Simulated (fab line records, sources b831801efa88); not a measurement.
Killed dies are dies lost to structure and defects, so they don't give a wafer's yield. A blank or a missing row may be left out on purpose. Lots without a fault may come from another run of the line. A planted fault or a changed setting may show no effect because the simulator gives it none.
fab line records | flow gf180mcu
record lots=7 wafers=21 last_day=33
route steps=602 shown TOP_METAL@575 PASSIVATION@587
lots that met no fault: from a run of the same line without faults
start_h: hours from the record's first day to the start of the lot's first wafer shown | wait_h: hours since the lot's step before | " the same as in the row above | L1.1+2: a row that stands for several wafers | - no value, or no start given | * or withheld: withheld | < > ~ a bound
route shown NAME@n: a module of which the file shows steps, and the number in the route of the first | usual: mean/standard deviation of fault-free wafers | same: alike in all rows | chamber/n: place in a boat | sites: the reading at each site | _std_site: their standard deviation | _edge_site: outer sites' mean less inner sites' | radius_mm: how far each site lies from the wafer's centre | mask NAME#n: copy n | behind: the tool/chamber that last shaped the wafer | hold: why the lot was held/for how many hours/how that ended | device: the transistor (n, p or np) that didn't switch | end of line: the same wafers' tests at the end of the route | a step without rows: its recipe alone | killed: dies lost to structure and defects at the first sort, not the wafer's yield | map: a wafer's dies, x killed, . not, _ none there
set.NAME: the setting as run; set.NAME@STEP: as run at that earlier step | model.NAME: the simulator's own value behind a step, which no gauge read
lots at some steps of the route; a table a step, a row a wafer
services: from which hour (start_h, from the record's first day; less than 0 if before it) a tool's chamber was out of use, for how many hours, and why
## steps
# step GF_TOP_METAL_HMDS_08
# recipe prime_time_s=60 prime_temp_c=120
# step GF_TOP_METAL_COAT_09
# recipe resist=NOVOLAK spin_rpm=3000 resist_thk_nm=1491
# step GF_TOP_METAL_SOFTBAKE_10
# recipe temp_c=90 time_s=60 resist=NOVOLAK
# step GF_TOP_METAL_EXPOSE_11
# recipe mask_id=MetalTop target_cd_nm=440 na=0.6 source_shape=conventional sigma_outer=0.6 dose_mj=170
# step GF_TOP_METAL_PEB_12
# recipe temp_c=withheld time_s=* resist=NOVOLAK
# step GF_TOP_METAL_DEVELOP_13
# recipe develop_time_s=60 dev_temp_c=23
# step GF_TOP_METAL_CD_MEAS_14
# recipe target_cd_nm=440
# usual cd_nm=440.4/2.8
# columns lot.wafer tool chamber start_h wait_h cd_nm
L199.1 cd_sem-02 - 646.24 0.1 444.5
L199.4 " - " " 442.9
L199.6 " - " " 445.0
L200.1 cd_sem-02 - 649.68 0.1 439.2
L200.2 " - " " 440.2
L200.4 " - " " 438.2
L203.1 cd_sem-02 - 673.79 0.1 441.2
L203.4 " - " " 439.8
L203.6 " - " " 441.0
L205.1 cd_sem-02 - 692.24 0.1 440.1
L205.4 " - " " 440.9
L205.6 " - " " 440.5
L206.1 cd_sem-01 - 704.70 0.3 442.6
L206.2 " - " " 442.3
L206.3 " - " " 440.4
L214.1 cd_sem-02 - 751.15 0.2 442.8
L214.4 " - " " 442.8
L214.5 " - " " 440.7
L219.1 cd_sem-01 - 781.28 0.1 442.4
L219.2 " - " " 443.3
L219.5 " - " " 441.8
# step GF_TOP_METAL_OVL_MEAS_15
# usual TOP_METAL_OVL=0.3/1.4
# columns lot.wafer tool chamber start_h wait_h TOP_METAL_OVL[nm]
L199.1 overlay-01 - 646.36 0.1 0.5
L199.4 " - " " 0.3
L199.6 " - " " 2.2
L200.1 overlay-02 - 649.80 0.1 1.5
L200.2 " - " " 0.4
L200.4 " - " " -0.5
L203.1 overlay-02 - 673.91 0.1 0.0
L203.4 " - " " 0.5
L203.6 " - " " 0.0
L205.1 overlay-01 - 692.36 0.1 -1.3
L205.4 " - " " -1.4
L205.6 " - " " -0.9
L206.1 overlay-02 - 704.82 0.1 1.2
L206.2 " - " " 1.4
L206.3 " - " " 1.6
L214.1 overlay-01 - 751.27 0.1 -2.4
L214.4 " - " " -1.2
L214.5 " - " " -1.0
L219.1 overlay-01 - 781.40 0.1 0.0
L219.2 " - " " 1.3
L219.5 " - " " -1.1
# step GF_TOP_METAL_METAL_ETCH_16
# recipe chemistry=Cl2/BCl3 mask_material=NOVOLAK target_depth_nm=1197 stop_on=SiO2 pressure_mtorr=8 icp_w=800 bias_w=140 Cl2_flow_sccm=80 bcl3_flow_sccm=40 time_s=199.5
# usual chamber_pressure_mTorr=7.999/0.0074 drypump_motor_current_A=5.6/0.68 oes_product_au=0.989/0.0056 throttle_valve_pct=28.231/0.011
# columns lot.wafer tool chamber start_h wait_h chamber_pressure_mTorr drypump_motor_current_A oes_product_au rf_hours_counter_h throttle_valve_pct
L199.1 rie_metal-04 1 646.40 0.0 8.001 5.9 0.985 2 28.231
L199.4 " 0 " " 7.987 6.0 0.982 - 28.242
L199.6 " 0 " " 8.003 6.0 0.989 - 28.231
L200.1 rie_metal-04 0 649.84 0.0 7.997 6.0 0.982 6 28.229
L200.2 " 1 " " 7.998 5.9 0.986 2 28.232
L200.4 " 0 " " 8.003 6.0 0.979 - 28.233
L203.1 rie_metal-01 0 673.95 0.0 7.992 5.0 0.988 4 28.243
L203.4 " 1 " " 7.995 4.7 0.987 - 28.243
L203.6 " 1 " " 7.998 4.7 0.994 - 28.230
L205.1 rie_metal-03 0 692.40 0.0 8.007 6.0 0.982 6 28.229
L205.4 " 0 " " 8.008 6.0 0.995 - 28.221
L205.6 " 1 " " 8.010 6.6 1.000 - 28.224
L206.1 rie_metal-03 0 704.85 0.0 8.001 6.0 0.981 6 28.235
L206.2 " 1 " " 7.991 6.5 0.990 5 28.232
L206.3 " 0 " " 7.999 6.0 0.983 - 28.240
L214.1 rie_metal-03 1 751.31 0.0 7.983 6.5 0.999 7 28.205
L214.4 " 0 " " 8.007 5.9 0.989 - 28.237
L214.5 " 1 " " 7.990 6.6 0.985 - 28.241
L219.1 rie_metal-01 0 781.44 0.0 8.005 5.0 0.994 10 28.218
L219.2 " 0 " " 8.000 5.0 0.989 - 28.242
L219.5 " 0 " " 7.993 5.0 0.997 - 28.212
# step GF_TOP_METAL_STRIP_17
# recipe chemistry=O2/N2 power_w=1400 pressure_mtorr=1500 platen_temp_c=250 o2_flow_sccm=3000 n2_flow_sccm=300 overash_fraction=0.5
# usual chamber_pressure_mTorr=1500.0/1.4 drypump_motor_current_A=5.55/0.28 heater_power_w=360/61 oes_product_au=0.710/0.0045 strip_time_to_endpoint_s=12.83/0.061
# columns lot.wafer tool chamber start_h wait_h chamber_pressure_mTorr drypump_motor_current_A heater_power_w oes_product_au rf_hours_counter_h strip_time_to_endpoint_s
L199.1 plasma_asher-01 1 646.59 0.1 1500.8 5.74 338 0.714 57 12.90
L199.4 " 0 " " 1500.3 5.90 499 0.713 - 12.93
L199.6 " 0 " " 1500.3 5.90 498 0.706 - 12.96
L200.1 plasma_asher-03 1 650.03 0.1 1498.9 5.20 334 0.714 105 12.82
L200.2 " 0 " " 1499.6 5.41 361 0.711 105 12.83
L200.4 " 1 " " 1499.2 5.20 325 0.706 - 12.85
L203.1 plasma_asher-02 1 674.14 0.1 1502.2 5.93 325 0.718 24 12.83
L203.4 " 0 " " 1498.1 5.41 334 0.705 - 12.83
L203.6 " 0 " " 1499.1 5.40 338 0.707 - 12.83
L205.1 plasma_asher-01 1 692.59 0.1 1499.0 5.73 330 0.709 62 12.91
L205.4 " 1 " " 1498.5 5.74 337 0.711 - 12.91
L205.6 " 0 " " 1504.5 5.91 497 0.717 - 12.76
L206.1 plasma_asher-03 0 705.05 0.1 1498.9 5.40 365 0.715 111 12.88
L206.2 " 1 " " 1500.7 5.20 324 0.711 111 12.79
L206.3 " 1 " " 1499.0 5.20 318 0.710 - 12.84
L214.1 plasma_asher-02 0 751.50 0.1 1499.2 5.41 328 0.709 33 12.82
L214.4 " 1 " " 1499.5 5.93 314 0.707 - 12.86
L214.5 " 1 " " 1499.1 5.96 315 0.708 - 12.76
L219.1 plasma_asher-03 1 781.82 0.3 1497.2 5.24 316 0.707 4 12.81
L219.2 " 0 " " 1499.7 5.41 360 0.706 4 12.83
L219.5 " 0 " " 1499.0 5.38 357 0.702 - 12.79
# step GF_TOP_METAL_STRIP_18
# recipe chemistry=post_etch_residue_remover time_s=1200 temp_c=72.5
# step GF_TOP_METAL_CLEAN_19
# recipe chemistry=DIW dry=n2_spin
# step GF_PASSIVATION_CVD_00
# recipe material=SiO2 target_thk_nm=1000 precursor=TEOS temp_c=400 time_s=111.95 rf_w=600
# usual heater_power_w=658/110 rf_fwd_power_W=596.8/2
# columns lot.wafer tool chamber start_h wait_h heater_power_w rf_fwd_power_W since_wet_clean_h model.SiO2_of_PASSIVATION_CVD_00.thk_nm
L199.1 pecvd-01 1 647.12 0.0 693 597.8 473 1003
L199.4 " 2 " " 465 597.9 - 1010
L199.6 " 1 " " 552 597.9 - 1024
L200.1 pecvd-02 0 650.56 0.0 836 599.0 684 994.8
L200.2 " 1 " " 530 598.4 684 979.7
L200.4 " 0 " " 682 596.6 - 1013
L203.1 pecvd-01 0 674.68 0.0 666 599.7 500 991.5
L203.4 " 1 " " 506 693.4 - 1041
L203.6 " 0 " " 518 600.3 - 1014
L205.1 pecvd-01 1 693.13 0.0 644 691.1 519 1048
L205.4 " 1 " " 502 690.4 - 1067
L205.6 " 0 " " 635 602.5 - 1018
L206.1 pecvd-01 0 705.62 0.0 620 598.2 531 989.1
L206.2 " 1 " " 584 693.6 531 1019
L206.3 " 2 " " 472 596.1 531 970.8
L214.1 pecvd-02 0 752.03 0.0 850 596.5 786 998.1
L214.4 " 1 " " 567 596.4 - 991.1
L214.5 " 0 " " 696 596.3 - 1002
L219.1 pecvd-03 2 782.39 0.0 760 598.6 177 995.7
L219.2 " 0 " " 600 593.9 177 1009
L219.5 " 1 " " 771 597.1 - 1020
# step GF_PASSIVATION_THK_MEAS_01
# recipe reads=SiO2_of_PASSIVATION_CVD_00
# usual PASSIVATION_CVD_00_THK=1003/15
# columns lot.wafer tool chamber start_h wait_h PASSIVATION_CVD_00_THK[nm]
L199.1 film_metro-03 - 647.20 0.0 1003
L199.4 " - " " 1010
L199.6 " - " " 1023
L200.1 film_metro-03 - 650.64 0.0 995
L200.2 " - " " 980
L200.4 " - " " 1013
L203.1 film_metro-01 - 674.76 0.0 992
L203.4 " - " " 1041
L203.6 " - " " 1014
L205.1 film_metro-03 - 693.23 0.1 1048
L205.4 " - " " 1066
L205.6 " - " " 1018
L206.1 film_metro-03 - 705.70 0.0 990
L206.2 " - " " 1019
L206.3 " - " " 971
L214.1 film_metro-03 - 752.11 0.0 998
L214.4 " - " " 991
L214.5 " - " " 1003
L219.1 film_metro-01 - 782.46 0.0 996
L219.2 " - " " 1009
L219.5 " - " " 1019
# step GF_PASSIVATION_CVD_02
# recipe material=Si3N4 target_thk_nm=700 time_s=486.18 temp_c=400 rf_w=450
# usual heater_power_w=710/110 rf_fwd_power_W=449.2/1.4
# columns lot.wafer tool chamber start_h wait_h heater_power_w rf_fwd_power_W since_wet_clean_h
L199.1 pecvd-03 1 647.26 0.1 796 449.3 42
L199.4 " 1 " " 835 449.4 -
L199.6 " 2 " " 863 451.2 -
L200.1 pecvd-03 0 650.70 0.1 677 450.0 46
L200.2 " 1 " " 716 450.6 46
L200.4 " 2 " " 901 448.9 -
L203.1 pecvd-02 0 674.82 0.1 750 450.8 709
L203.4 " 2 " " 609 447.2 -
L203.6 " 1 " " 613 449.3 -
L205.1 pecvd-03 1 693.29 0.1 786 449.8 88
L205.4 " 1 " " 838 448.7 -
L205.6 " 0 " " 634 449.7 -
L206.1 pecvd-03 1 705.76 0.1 669 449.1 101
L206.2 " 0 " " 711 449.4 101
L206.3 " 1 " " 738 449.2 -
L214.1 pecvd-03 2 752.17 0.1 858 448.1 147
L214.4 " 2 " " 864 448.8 -
L214.5 " 0 " " 614 451.6 -
L219.1 pecvd-02 0 782.52 0.1 861 449.5 816
L219.2 " 1 " " 623 451.7 816
L219.5 " 2 " " 706 448.9 -
## services
# columns tool chamber start_h hours kind
pecvd-03 0 623.40 5.0 repair
pecvd-02 - 655.09 2.8 pm
pecvd-03 - 663.28 2.8 pm
plasma_asher-02 - 666.88 0.9 repair
pecvd-03 2 705.65 4.6 repair
plasma_asher-03 - 733.75 9.0 pm
plasma_asher-03 0 733.75 9.0 vent_cycle
plasma_asher-03 1 733.75 9.0 vent_cycle
rie_metal-03 - 735.98 2.8 pm
plasma_asher-03 0 742.75 - clean
plasma_asher-03 1 742.75 - clean
pecvd-02 - 754.26 5.5 pm
rie_metal-01 1 767.03 - clean
rie_metal-01 1 767.03 16.2 scheduled_down
rie_metal-01 1 767.03 16.2 vent_cycle
pecvd-03 - 768.48 0.6 repair
## key
first_sign step=GF_PASSIVATION_CVD_00 reading=rf_fwd_power_W direction=up sigmas=47 usual=596.8 struck=692.1
effect step=GF_PASSIVATION_THK_MEAS_01 reading=PASSIVATION_CVD_00_THK direction=up sigmas=2.7 usual=1003 struck=1043
model_effect step=GF_PASSIVATION_CVD_00 value=SiO2_of_PASSIVATION_CVD_00.thk_nm without=998 struck=1044
met_at GF_PASSIVATION_CVD_00
struck_wafers L203.4,L205.1,L205.4,L206.2
onset_between 647.12 674.68
fault kind=process_parameter_drift tool=pecvd-01 chamber=1 onset_h=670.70 steps=GF_PASSIVATION_CVD_00 channel=rf_w offset=96 shape=step end_h=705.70 acts_in=these_recipes_only stated=600
